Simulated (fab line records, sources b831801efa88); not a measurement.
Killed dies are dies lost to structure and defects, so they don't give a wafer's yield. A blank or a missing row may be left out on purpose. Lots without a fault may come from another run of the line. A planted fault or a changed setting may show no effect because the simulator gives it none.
One fault seen from 2 desks | flow gf180mcu | each desk has only its own numbers; what lay behind them comes last

THE METROLOGY DESK
What the gauges read, lot by lot, whatever tool the lot ran on: means of the sampled wafers that have a number. A lot is out of limits, marked OUT, if its mean lies more than 4 standard deviations from the usual mean; the brackets give that distance.
Columns: A = cd_nm at GF_STI_CD_MEAS_12, usual 219.8 nm; B = VT_IMPLANT_02_OVL at GF_VT_IMPLANT_OVL_MEAS_29, usual -0.7 nm; C = VT_IMPLANT_3_TW at GF_VT_IMPLANT_TW_MEAS_32, usual 268.5; D = VT_IMPLANT_4_TW at GF_VT_IMPLANT_TW_MEAS_43, usual 691
lot  | first seen here | A     | B    | C     | D
L674 | day 2 08:25     | 219.4 | -0.3 | 269.3 | 692
L675 | day 2 13:28     | 219.1 | -0.0 | 269.7 | 689
L676 | day 2 17:10     | 219.4 | -2.5 | 269.6 | 691
L677 | day 2 21:37     | 221.4 | -1.6 | 270.1 | 690
L678 | day 3 03:25     | 219.2 | -0.6 | 268.1 | 688
L679 | day 3 07:15     | 220.7 | -2.5 | 267.4 | 693
L681 | day 3 20:31     | 219.6 | -0.9 | 268.6 | 690
L686 | day 4 20:49     | 220.0 | -0.0 | 268.0 | 666 (-6.8) OUT
L689 | day 5 12:05     | 219.9 | -1.8 | 268.4 | 689
L690 | day 5 16:23     | 219.4 | 0.3  | 269.8 | 664 (-7.3) OUT
L691 | day 5 21:34     | 220.8 | -2.4 | 265.6 | 697
L692 | day 6 04:20     | 218.4 | -1.5 | 267.8 | 696
L695 | day 6 18:10     | 220.8 | -0.3 | 267.8 | 688
L696 | day 6 23:22     | 218.1 | 0.4  | 267.2 | 695
This desk's finding: out of limits on L686, L690; first on L686, day 11 03:00 (VT_IMPLANT_4_TW at GF_VT_IMPLANT_TW_MEAS_43). In limits: L674, L675, L676, L677, L678, L679, L681, L689, L691, L692, L695, L696.

THE TOOL OWNER'S DESK: implanter-02
The tool's own readings at GF_VT_IMPLANT_IMPLANT_41: means of the sampled wafers that have a number, for each lot that ran on this tool. A lot is out of limits, marked OUT, if its mean lies more than 4 standard deviations from the usual mean; the brackets give that distance.
Columns: A = beam_energy_keV at GF_VT_IMPLANT_IMPLANT_41, usual 70.000
lot  | first seen here | A
L675 | day 8 04:39     | 70.010
L678 | day 9 00:03     | 69.977
L681 | day 9 22:42     | 70.000
L686 | day 11 02:45    | 61.765 (-99 or more) OUT
L690 | day 12 06:01    | 61.795 (-99 or more) OUT
This desk's finding: out of limits on L686, L690; first on L686, day 11 02:45 (beam_energy_keV at GF_VT_IMPLANT_IMPLANT_41). In limits: L675, L678, L681.

PUT TOGETHER
The tool owner's desk could have raised an alarm at day 11 02:45, on L686, L690.
The metrology desk could have raised an alarm at day 11 03:00, on L686, L690.
Of the lots named, all ran GF_VT_IMPLANT_IMPLANT_41 on implanter-02.

WHAT THE SIMULATOR HAD PUT IN
Process parameter drift: implanter-02, from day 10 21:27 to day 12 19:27, at GF_VT_IMPLANT_IMPLANT_41. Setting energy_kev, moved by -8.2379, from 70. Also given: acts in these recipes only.
Lots struck among those shown: L686, L690.
Hours from the fault's start to each desk's first reading out of limits: the tool owner's desk, 5; the metrology desk, 6.
